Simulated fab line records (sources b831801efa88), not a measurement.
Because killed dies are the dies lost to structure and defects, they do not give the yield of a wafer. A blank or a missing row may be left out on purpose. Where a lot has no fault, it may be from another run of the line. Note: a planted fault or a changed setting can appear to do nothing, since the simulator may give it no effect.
fab line records	flow sky130
[record] lots = 24	wafers = 72	last_day = 50
route steps=708 shown VIA2@523 METAL4@629 METAL5@675 PASSIVATION@683
lots that met no fault: taken from a fault-free run of the same line
start_h: hours from the record's first day to the start of the lot's first wafer shown	wait_h: hours since the lot's step before	" repeats the value in the row above	L1.1+2: a single row standing in for several wafers	- either no value or no given start	* or withheld: withheld	< > ~ a bound
route shown NAME@n: a module of which the file shows steps, and the number in the route of the first	usual: mean and standard deviation over wafers with no fault	same: alike in all rows	chamber/n: place in a boat	sites: per-site readings	_std_site: standard deviation of those values	_edge_site: the outer-site mean with the inner-site mean subtracted	radius_mm: how far each site lies from the wafer's centre	mask NAME#n: copy n	behind: the tool/chamber that last shaped the wafer	hold: why the lot was held/for how many hours/how that ended	device: which transistor (n, p or np) failed to switch	end of line: at the end of the route, the tests of the same wafers	a step given without rows: its recipe and nothing more	killed: not the wafer's yield, but the dies lost to structure and defects at the first sort	map: the dies of a wafer, with x for killed, . for not killed, _ for no die there
set.NAME: the setting that was run; set.NAME@STEP: the one run at that earlier step	model.NAME: the simulator's own value behind a step, which no gauge read
a sample of lots followed through the steps of the route, with each step as a table and each wafer as a row
services: a tool's chamber out of use, with start hour (start_h, from the record's first day; less than 0 if before it), hours out, and reason
[[steps]]
[step SKY_VIA2_STRIP_16]
[recipe] chemistry = O2/N2	power_w = 1400	pressure_mtorr = 1500	platen_temp_c = withheld	o2_flow_sccm = 3000	n2_flow_sccm = 300	overash_fraction = 0.5
[usual] drypump_motor_current_A = 5.7/0.46	oes_product_au = 0.398/0.0044	strip_time_to_endpoint_s = 4.044/0.022
lot.wafer	tool	chamber	start_h	wait_h	drypump_motor_current_A	oes_product_au	rf_hours_counter_h	strip_time_to_endpoint_s
L074.2	plasma_asher-01	0	858.03	0.0	5.1	0.405	70	4.058
L074.3	"	0	"	"	5.1	0.401	-	4.025
L074.4	"	1	"	"	5.9	0.399	-	4.023
L075.2	plasma_asher-03	1	859.68	0.0	5.4	0.399	44	4.058
L075.3	"	1	"	"	5.4	0.401	-	4.053
L075.4	"	0	"	"	5.4	0.399	-	4.068
L076.1	plasma_asher-01	0	871.88	0.0	5.1	0.396	71	4.031
L076.4	"	0	"	"	5.1	0.398	-	3.990
L076.5	"	1	"	"	5.9	0.396	-	4.050
L077.1	plasma_asher-02	1	887.70	0.0	5.9	0.406	102	4.021
L077.4	"	0	"	"	6.4	0.398	-	4.038
L077.6	"	1	"	"	5.9	0.404	-	4.035
L079.1	plasma_asher-02	0	896.73	0.0	6.4	0.402	103	4.027
L079.2	"	1	"	"	5.9	0.400	103	4.067
L079.6	"	0	"	"	6.4	0.402	-	4.078
L078.1	plasma_asher-02	0	897.38	0.0	6.4	0.403	103	4.043
L078.3	"	1	"	"	5.9	0.403	-	4.051
L078.6	"	0	"	"	6.4	0.398	-	4.042
L080.3	plasma_asher-03	0	897.91	0.1	5.4	0.394	-	4.051
L080.5	"	1	"	"	5.4	0.400	-	4.053
L080.6	"	0	"	"	5.4	0.402	-	4.003
L081.2	plasma_asher-02	0	924.13	0.0	6.4	0.396	105	4.008
L081.5	"	1	"	"	5.9	0.405	-	4.068
L081.6	"	0	"	"	6.4	0.400	-	4.056
L083.1	plasma_asher-01	0	929.98	0.0	5.0	0.399	77	4.040
L083.2	"	1	"	"	5.9	0.398	77	4.010
L083.5	"	1	"	"	5.9	0.398	-	4.033
L082.1	plasma_asher-02	1	934.13	0.0	5.9	0.398	106	4.051
L082.2	"	0	"	"	6.4	0.399	106	4.043
L082.3	"	1	"	"	5.9	0.397	-	4.026
L084.1	plasma_asher-01	1	938.15	0.0	5.9	0.396	78	4.063
L084.2	"	0	"	"	5.1	0.404	78	4.050
L084.3	"	0	"	"	5.1	0.400	-	4.030
L085.1	plasma_asher-01	1	948.63	0.0	5.9	0.399	79	4.039
L085.3	"	0	"	"	5.1	0.401	-	4.068
L085.4	"	1	"	"	5.9	0.395	-	4.039
L086.1	plasma_asher-01	1	954.20	0.0	5.9	0.393	80	4.053
L086.3	"	1	"	"	5.9	0.403	-	4.047
L086.6	"	0	"	"	5.0	0.399	-	4.013
L088.1	plasma_asher-03	0	970.88	0.0	5.4	0.393	56	4.074
L088.3	"	0	"	"	5.4	0.404	-	4.040
L088.6	"	1	"	"	5.4	0.394	-	4.054
L087.2	plasma_asher-02	1	971.83	0.0	5.9	0.402	109	4.031
L087.4	"	0	"	"	6.4	0.391	-	4.051
L087.6	"	0	"	"	6.4	0.400	-	4.021
L090.4	plasma_asher-02	1	973.46	0.1	5.9	0.406	-	4.028
L090.5	"	0	"	"	6.5	0.393	-	4.029
L090.6	"	1	"	"	5.9	0.404	-	4.011
L089.1	plasma_asher-02	1	975.03	0.0	5.9	0.403	110	4.061
L089.3	"	1	"	"	5.9	0.409	-	4.039
L089.6	"	1	"	"	5.9	0.399	-	4.088
L091.3	plasma_asher-03	0	979.16	0.1	5.4	0.400	-	4.059
L091.4	"	1	"	"	5.4	0.397	-	4.054
L091.5	"	1	"	"	5.4	0.401	-	4.016
L092.1	plasma_asher-02	0	982.80	0.0	6.5	0.399	111	4.054
L092.4	"	0	"	"	6.4	0.398	-	4.062
L092.5	"	1	"	"	5.9	0.404	-	4.042
L093.3	plasma_asher-03	0	995.46	0.1	5.4	0.390	-	4.035
L093.4	"	1	"	"	5.4	0.393	-	4.042
L093.5	"	0	"	"	5.4	0.396	-	4.070
L094.3	plasma_asher-01	0	996.61	0.1	5.1	0.402	-	4.032
L094.4	"	1	"	"	5.9	0.394	-	4.007
L094.6	"	1	"	"	5.9	0.391	-	4.020
L095.1	plasma_asher-01	1	1001.78	0.0	5.9	0.391	85	4.064
L095.5	"	1	"	"	5.9	0.399	-	4.096
L095.6	"	0	"	"	5.1	0.404	-	4.040
L096.2	plasma_asher-03	0	1010.98	0.0	5.4	0.394	60	4.056
L096.3	"	1	"	"	5.4	0.403	-	4.052
L096.5	"	0	"	"	5.4	0.397	-	4.029
L097.1	plasma_asher-03	1	1013.93	0.0	5.4	0.391	60	4.023
L097.5	"	0	"	"	5.4	0.399	-	4.028
L097.6	"	1	"	"	5.4	0.402	-	4.041
[step SKY_VIA2_CVD_21]
[recipe] material = W	target_thk_nm = 420	time_s = 126.4	temp_c = 400	pressure_torr = 40
[usual] heater_power_w = 912/64
lot.wafer	tool	chamber	start_h	wait_h	heater_power_w
L074.2	cvd_w-01	0	858.69	0.0	965
L074.3	"	1	"	"	920
L074.4	"	0	"	"	963
L075.2	cvd_w-01	1	860.37	0.0	919
L075.3	"	0	"	"	982
L075.4	"	1	"	"	925
L076.1	cvd_w-01	0	872.54	0.0	955
L076.4	"	0	"	"	956
L076.5	"	1	"	"	918
L077.1	cvd_w-02	0	888.35	0.0	835
L077.4	"	0	"	"	835
L077.6	"	0	"	"	832
L079.1	cvd_w-01	0	897.38	0.0	936
L079.2	"	1	"	"	911
L079.6	"	0	"	"	939
L078.1	cvd_w-01	0	898.03	0.0	967
L078.3	"	1	"	"	933
L078.6	"	0	"	"	949
L080.3	cvd_w-02	1	898.58	0.1	1011
L080.5	"	1	"	"	1037
L080.6	"	0	"	"	835
L081.2	cvd_w-02	0	924.78	0.0	858
L081.5	"	1	"	"	1031
L081.6	"	0	"	"	862
L083.1	cvd_w-01	0	930.63	0.0	931
L083.2	"	1	"	"	833
L083.5	"	0	"	"	924
L082.1	cvd_w-01	0	934.78	0.0	933
L082.2	"	1	"	"	854
L082.3	"	0	"	"	900
L084.1	cvd_w-01	0	938.80	0.0	916
L084.2	"	0	"	"	908
L084.3	"	0	"	"	903
L085.1	cvd_w-02	0	949.29	0.0	852
L085.3	"	0	"	"	853
L085.4	"	1	"	"	1044
L086.1	cvd_w-01	0	954.86	0.0	912
L086.3	"	0	"	"	895
L086.6	"	0	"	"	913
L088.1	cvd_w-02	0	971.54	0.0	835
L088.3	"	0	"	"	843
L088.6	"	0	"	"	856
L087.2	cvd_w-01	0	972.52	0.0	887
L087.4	"	1	"	"	825
L087.6	"	1	"	"	845
L090.4	cvd_w-01	0	974.13	0.1	926
L090.5	"	0	"	"	904
L090.6	"	1	"	"	838
L089.1	cvd_w-01	1	975.68	0.0	846
L089.3	"	0	"	"	927
L089.6	"	1	"	"	833
L091.3	cvd_w-01	0	979.83	0.1	904
L091.4	"	1	"	"	845
L091.5	"	0	"	"	887
L092.1	cvd_w-01	1	983.46	0.0	832
L092.4	"	0	"	"	929
L092.5	"	0	"	"	931
L093.3	cvd_w-02	0	996.13	0.1	860
L093.4	"	1	"	"	1034
L093.5	"	1	"	"	1033
L094.3	cvd_w-02	1	997.28	0.1	1007
L094.4	"	0	"	"	871
L094.6	"	0	"	"	845
L095.1	cvd_w-01	0	1002.43	0.0	921
L095.5	"	0	"	"	916
L095.6	"	1	"	"	855
L096.2	cvd_w-02	0	1011.63	0.0	856
L096.3	"	1	"	"	1013
L096.5	"	1	"	"	1003
L097.1	cvd_w-01	0	1014.58	0.0	908
L097.5	"	1	"	"	868
L097.6	"	0	"	"	914
[step SKY_METAL4_CD_MEAS_13]
[recipe] target_cd_nm = 300
[usual] cd_nm = 299.7/1.5
lot.wafer	tool	chamber	start_h	wait_h	cd_nm
L074.2	cd_sem-01	-	989.74	-	297.9
L074.3	"	-	"	"	298.8
L074.4	"	-	"	"	298.4
L075.2	cd_sem-02	-	992.01	-	299.7
L075.3	"	-	"	"	300.6
L075.4	"	-	"	"	299.1
L076.1	cd_sem-01	-	999.92	-	300.8
L076.4	"	-	"	"	299.6
L076.5	"	-	"	"	297.8
L077.1	cd_sem-01	-	1015.09	-	301.5
L077.4	"	-	"	"	300.4
L077.6	"	-	"	"	302.2
L079.1	cd_sem-02	-	1022.97	-	299.2
L079.2	"	-	"	"	297.7
L079.6	"	-	"	"	297.6
L078.1	cd_sem-01	-	1023.97	-	299.8
L078.3	"	-	"	"	300.0
L078.6	"	-	"	"	300.9
L080.3	cd_sem-02	-	1024.88	-	299.0
L080.5	"	-	"	"	299.8
L080.6	"	-	"	"	298.2
L081.2	cd_sem-02	-	1049.16	-	302.0
L081.5	"	-	"	"	299.2
L081.6	"	-	"	"	301.0
L083.1	cd_sem-01	-	1054.29	-	297.8
L083.2	"	-	"	"	299.1
L083.5	"	-	"	"	298.3
L082.1	cd_sem-01	-	1056.69	-	299.4
L082.2	"	-	"	"	299.5
L082.3	"	-	"	"	298.6
L084.1	cd_sem-01	-	1059.32	-	302.4
L084.2	"	-	"	"	301.7
L084.3	"	-	"	"	300.6
L085.1	cd_sem-02	-	1069.54	-	303.3
L085.3	"	-	"	"	301.7
L085.4	"	-	"	"	301.5
L086.1	cd_sem-01	-	1074.44	-	301.5
L086.3	"	-	"	"	299.9
L086.6	"	-	"	"	300.6
L088.1	cd_sem-01	-	1090.29	-	300.1
L088.3	"	-	"	"	299.1
L088.6	"	-	"	"	299.0
L087.2	cd_sem-02	-	1091.26	-	299.6
L087.4	"	-	"	"	299.3
L087.6	"	-	"	"	299.7
L090.4	cd_sem-01	-	1091.73	-	296.1
L090.5	"	-	"	"	296.4
L090.6	"	-	"	"	297.1
L089.1	cd_sem-01	-	1092.52	-	298.7
L089.3	"	-	"	"	299.1
L089.6	"	-	"	"	299.9
L091.3	cd_sem-01	-	1097.26	-	297.5
L091.4	"	-	"	"	297.4
L091.5	"	-	"	"	297.6
L092.1	cd_sem-01	-	1100.99	-	298.2
L092.4	"	-	"	"	299.6
L092.5	"	-	"	"	300.3
L093.3	cd_sem-01	-	1109.46	-	299.9
L093.4	"	-	"	"	301.0
L093.5	"	-	"	"	301.5
L094.3	cd_sem-02	-	1112.33	-	299.9
L094.4	"	-	"	"	299.5
L094.6	"	-	"	"	300.0
L095.1	cd_sem-02	-	1116.67	-	299.8
L095.5	"	-	"	"	300.8
L095.6	"	-	"	"	299.4
L096.2	cd_sem-02	-	1123.44	-	300.7
L096.3	"	-	"	"	300.6
L096.5	"	-	"	"	300.5
L097.1	cd_sem-01	-	1125.84	-	302.0
L097.5	"	-	"	"	302.1
L097.6	"	-	"	"	300.9
[step SKY_METAL4_ETCH_17]
[recipe] target = SiO2	stop_on = TiN	chemistry = C4F8/O2/Ar	source_w = 1500	bias_w = 1200	pressure_mtorr = 40	c4f8_flow_sccm = withheld	O2_flow_sccm = 6	Ar_flow_sccm = 300	time_s = 3.9	target_depth_a = 150
[usual] oes_product_au = 0.755/0.0074
lot.wafer	tool	chamber	start_h	wait_h	oes_product_au	rf_hours_counter_h
L074.2	rie_diel-02	0	990.13	0.1	0.753	21
L074.3	"	3	"	"	0.748	11
L074.4	"	3	"	"	0.759	-
L075.2	rie_diel-02	3	992.27	0.1	0.743	11
L075.3	"	0	"	"	0.763	21
L075.4	"	0	"	"	0.761	-
L076.1	rie_diel-01	1	1000.20	0.1	0.745	20
L076.4	"	3	"	"	0.756	7
L076.5	"	2	"	"	0.756	-
L077.1	rie_diel-01	0	1015.37	0.1	0.763	18
L077.4	"	2	"	"	0.764	24
L077.6	"	1	"	"	0.770	-
L079.1	rie_diel-04	0	1023.25	0.1	0.755	6
L079.2	"	3	"	"	0.759	11
L079.6	"	3	"	"	0.762	-
L078.1	rie_diel-02	0	1024.25	0.1	0.747	23
L078.3	"	1	"	"	0.751	1
L078.6	"	1	"	"	0.746	-
L080.3	rie_diel-02	3	1025.12	0.0	0.763	12
L080.5	"	3	"	"	0.757	-
L080.6	"	2	"	"	0.762	-
L081.2	rie_diel-01	3	1049.42	0.1	0.756	9
L081.5	"	0	"	"	0.761	-
L081.6	"	1	"	"	0.759	-
L083.1	rie_diel-02	3	1054.70	0.2	0.743	12
L083.2	"	0	"	"	0.750	23
L083.5	"	1	"	"	0.757	-
L082.1	rie_diel-01	2	1056.97	0.1	0.738	26
L082.2	"	1	"	"	0.756	22
L082.3	"	0	"	"	0.754	20
L084.1	rie_diel-04	2	1059.60	0.1	0.752	9
L084.2	"	0	"	"	0.750	8
L084.3	"	1	"	"	0.754	9
L085.1	rie_diel-04	0	1069.82	0.1	0.745	8
L085.3	"	3	"	"	0.739	12
L085.4	"	0	"	"	0.749	-
L086.1	rie_diel-04	3	1074.72	0.1	0.739	12
L086.3	"	2	"	"	0.747	9
L086.6	"	3	"	"	0.745	-
L088.1	rie_diel-04	0	1090.57	0.1	0.743	9
L088.3	"	3	"	"	0.756	12
L088.6	"	1	"	"	0.755	-
L087.2	rie_diel-01	3	1091.52	0.1	0.770	9
L087.4	"	0	"	"	0.752	20
L087.6	"	0	"	"	0.750	-
L090.4	rie_diel-02	3	1091.95	0.0	0.759	14
L090.5	"	2	"	"	0.759	-
L090.6	"	3	"	"	0.760	-
L089.1	rie_diel-01	1	1092.80	0.1	0.755	23
L089.3	"	2	"	"	0.755	27
L089.6	"	2	"	"	0.754	-
L091.3	rie_diel-01	3	1097.50	0.0	0.765	10
L091.4	"	1	"	"	0.761	24
L091.5	"	0	"	"	0.760	-
L092.1	rie_diel-02	3	1101.27	0.1	0.755	14
L092.4	"	1	"	"	0.760	3
L092.5	"	3	"	"	0.763	-
L093.3	rie_diel-01	2	1109.71	0.0	0.738	27
L093.4	"	1	"	"	0.746	-
L093.5	"	2	"	"	0.761	-
L094.3	rie_diel-02	2	1112.57	0.0	0.754	17
L094.4	"	1	"	"	0.765	4
L094.6	"	0	"	"	0.751	-
L095.1	rie_diel-01	2	1116.95	0.1	0.751	28
L095.5	"	3	"	"	0.761	-
L095.6	"	2	"	"	0.765	-
L096.2	rie_diel-02	0	1123.70	0.1	0.758	26
L096.3	"	1	"	"	0.759	4
L096.5	"	0	"	"	0.760	-
L097.1	rie_diel-01	2	1126.12	0.1	0.749	28
L097.5	"	1	"	"	0.760	-
L097.6	"	3	"	"	0.755	-
[step SKY_METAL5_DESCUM_14]
[recipe] chemistry = O2	source_power_w = 150	bias_power_w = 0	pressure_mtorr = 10	temp_c = 40	time_s = 11
[usual] drypump_motor_current_A = 6.1/0.5	oes_product_au = 1.001/0.01
lot.wafer	tool	chamber	start_h	wait_h	drypump_motor_current_A	oes_product_au	rf_hours_counter_h
L074.2	rie_metal-03	1	1039.14	0.1	6.6	1.005	17
L074.3	"	1	"	"	6.6	1.000	-
L074.4	"	0	"	"	6.4	1.013	-
L075.2	rie_metal-01	1	1040.94	0.1	5.0	1.014	9
L075.3	"	0	"	"	6.0	0.989	-
L075.4	"	1	"	"	5.0	1.011	-
L076.1	rie_metal-03	1	1048.79	0.1	6.6	0.998	18
L076.4	"	1	"	"	6.6	1.003	-
L076.5	"	1	"	"	6.6	0.998	-
L077.1	rie_metal-03	0	1062.39	0.1	6.4	1.013	9
L077.4	"	1	"	"	6.6	0.999	-
L077.6	"	0	"	"	6.4	1.018	-
L079.1	rie_metal-01	0	1070.64	0.1	6.0	0.988	12
L079.2	"	1	"	"	5.0	1.011	11
L079.6	"	1	"	"	5.0	1.013	-
L078.1	rie_metal-04	0	1071.14	0.1	5.7	0.988	22
L078.3	"	0	"	"	5.7	1.004	-
L078.6	"	1	"	"	6.4	1.002	-
L080.3	rie_metal-03	1	1071.75	0.1	6.7	0.998	-
L080.5	"	1	"	"	6.6	0.994	-
L080.6	"	0	"	"	6.3	1.023	-
L081.2	rie_metal-01	0	1094.57	0.1	6.0	1.001	14
L081.5	"	1	"	"	5.0	1.009	-
L081.6	"	0	"	"	6.0	0.990	-
L083.1	rie_metal-04	0	1100.24	0.1	5.8	1.003	24
L083.2	"	1	"	"	6.4	0.993	9
L083.5	"	0	"	"	5.8	1.009	-
L082.1	rie_metal-01	0	1101.52	0.1	6.0	0.999	14
L082.2	"	1	"	"	5.0	1.014	13
L082.3	"	0	"	"	6.0	0.991	-
L084.1	rie_metal-04	1	1103.84	0.1	6.4	0.997	10
L084.2	"	0	"	"	5.8	1.006	24
L084.3	"	0	"	"	5.8	1.002	-
L085.1	rie_metal-03	0	1113.74	0.1	6.4	1.015	13
L085.3	"	1	"	"	6.6	0.991	-
L085.4	"	0	"	"	6.4	1.004	-
L086.1	rie_metal-03	0	1117.87	0.1	6.4	1.025	13
L086.3	"	1	"	"	6.6	0.996	-
L086.6	"	0	"	"	6.4	1.009	-
L088.1	rie_metal-04	1	1132.97	0.1	6.4	0.995	13
L088.3	"	1	"	"	6.4	0.995	-
L088.6	"	1	"	"	6.4	0.993	-
L087.2	rie_metal-03	1	1134.34	0.1	6.6	1.007	25
L087.4	"	1	"	"	6.6	0.996	-
L087.6	"	1	"	"	6.6	0.989	-
L090.4	rie_metal-04	0	1135.10	0.1	5.7	1.006	-
L090.5	"	1	"	"	6.4	1.005	-
L090.6	"	0	"	"	5.7	1.004	-
L089.1	rie_metal-03	1	1136.09	0.1	6.6	0.996	26
L089.3	"	0	"	"	6.4	1.007	-
L089.6	"	1	"	"	6.6	0.989	-
L091.3	rie_metal-01	0	1139.93	0.1	6.0	0.976	-
L091.4	"	1	"	"	5.0	1.004	-
L091.5	"	1	"	"	5.0	1.001	-
L092.1	rie_metal-04	0	1144.99	0.1	5.8	0.987	28
L092.4	"	0	"	"	5.7	0.996	-
L092.5	"	1	"	"	6.4	1.001	-
L093.3	rie_metal-01	1	1151.55	0.1	5.0	1.011	-
L093.4	"	0	"	"	6.0	0.986	-
L093.5	"	0	"	"	6.0	1.004	-
L094.3	rie_metal-04	1	1154.05	0.1	6.4	1.002	-
L094.4	"	0	"	"	5.7	0.993	-
L094.6	"	1	"	"	6.4	1.003	-
L095.1	rie_metal-04	1	1157.79	0.1	6.4	0.988	15
L095.5	"	1	"	"	6.4	0.997	-
L095.6	"	0	"	"	5.7	0.986	-
L096.2	rie_metal-03	1	1164.49	0.1	6.6	0.993	28
L096.3	"	1	"	"	6.6	0.989	-
L096.5	"	0	"	"	6.4	1.016	-
L097.1	rie_metal-03	0	1165.57	0.1	6.4	1.015	18
L097.5	"	0	"	"	6.4	1.007	-
L097.6	"	1	"	"	6.5	0.986	-
[step SKY_PASSIVATION_CVD_02]
[recipe] material = Si3N4	target_thk_nm = 540	temp_c = 400	time_s = withheld	rf_w = 450
[usual] heater_power_w = 663/99
lot.wafer	tool	chamber	start_h	wait_h	heater_power_w
L074.2	pecvd-02	1	1040.13	0.0	662
L074.3	"	0	"	"	874
L074.4	"	1	"	"	675
L075.2	pecvd-04	1	1041.88	0.0	602
L075.3	"	2	"	"	477
L075.4	"	1	"	"	625
L076.1	pecvd-01	1	1050.00	0.1	619
L076.4	"	0	"	"	519
L076.5	"	2	"	"	667
L077.1	pecvd-01	1	1063.35	0.1	627
L077.4	"	1	"	"	632
L077.6	"	0	"	"	662
L079.1	pecvd-01	2	1071.69	0.1	658
L079.2	"	1	"	"	672
L079.6	"	2	"	"	650
L078.1	pecvd-04	2	1072.25	0.1	525
L078.3	"	0	"	"	853
L078.6	"	2	"	"	559
L080.3	pecvd-02	0	1072.76	0.0	774
L080.5	"	0	"	"	807
L080.6	"	2	"	"	650
L081.2	pecvd-02	2	1095.52	0.0	625
L081.5	"	2	"	"	671
L081.6	"	0	"	"	707
L083.1	pecvd-01	2	1101.22	0.1	644
L083.2	"	0	"	"	661
L083.5	"	1	"	"	644
L082.1	pecvd-02	2	1102.50	0.1	753
L082.2	"	1	"	"	678
L082.3	"	0	"	"	791
L084.1	pecvd-04	2	1104.82	0.1	540
L084.2	"	1	"	"	656
L084.3	"	0	"	"	873
L085.1	pecvd-01	1	1114.77	0.1	634
L085.3	"	0	"	"	650
L085.4	"	0	"	"	660
L086.1	pecvd-04	1	1118.92	0.1	611
L086.3	"	2	"	"	471
L086.6	"	2	"	"	506
L088.1	pecvd-01	1	1133.92	0.1	512
L088.3	"	0	"	"	599
L088.6	"	0	"	"	610
L087.2	pecvd-02	1	1135.28	0.0	675
L087.4	"	0	"	"	704
L087.6	"	1	"	"	687
L090.4	pecvd-04	0	1136.15	0.1	866
L090.5	"	2	"	"	568
L090.6	"	1	"	"	650
L089.1	pecvd-01	0	1137.04	0.1	642
L089.3	"	2	"	"	681
L089.6	"	2	"	"	681
L091.3	pecvd-02	1	1140.98	0.1	607
L091.4	"	0	"	"	694
L091.5	"	0	"	"	758
L092.1	pecvd-01	0	1145.94	0.1	538
L092.4	"	0	"	"	578
L092.5	"	1	"	"	620
L093.3	pecvd-02	0	1152.49	0.0	729
L093.4	"	2	"	"	769
L093.5	"	0	"	"	779
L094.3	pecvd-04	1	1154.98	0.0	532
L094.4	"	2	"	"	491
L094.6	"	1	"	"	571
L095.1	pecvd-04	1	1158.73	0.1	672
L095.5	"	1	"	"	514
L095.6	"	0	"	"	715
L096.2	pecvd-01	0	1165.50	0.0	670
L096.3	"	2	"	"	589
L096.5	"	2	"	"	636
L097.1	pecvd-02	2	1166.64	0.1	772
L097.5	"	1	"	"	592
L097.6	"	2	"	"	631
[[services]]
tool	chamber	start_h	hours	kind
pecvd-01	-	871.90	0.4	repair
plasma_asher-02	-	881.36	1.2	repair
pecvd-01	-	881.91	2.8	pm
rie_diel-02	-	883.59	0.3	repair
rie_diel-02	3	902.00	4.9	repair
cvd_w-01	-	904.00	14.0	pm
plasma_asher-02	-	908.21	11.7	repair
rie_diel-01	3	919.41	3.8	repair
rie_diel-02	0	919.56	2.9	repair
cvd_w-01	1	938.04	33.8	repair
rie_diel-02	1	961.73	7.5	repair
rie_diel-01	1	991.42	3.8	repair
rie_metal-03	0	995.36	2.0	repair
rie_diel-01	3	1000.42	3.1	repair
rie_diel-02	2	1002.03	5.4	repair
plasma_asher-02	-	1002.20	0.7	repair
plasma_asher-02	-	1030.95	2.8	pm
rie_metal-03	0	1042.10	13.6	repair
rie_diel-01	-	1074.77	5.0	repair
rie_diel-01	0	1097.65	35.4	repair
cvd_w-01	-	1103.23	14.6	pm
rie_diel-01	1	1113.07	4.9	repair
rie_diel-01	-	1137.46	2.8	pm
cvd_w-01	-	1140.65	0.6	repair
[[key]]
fault none
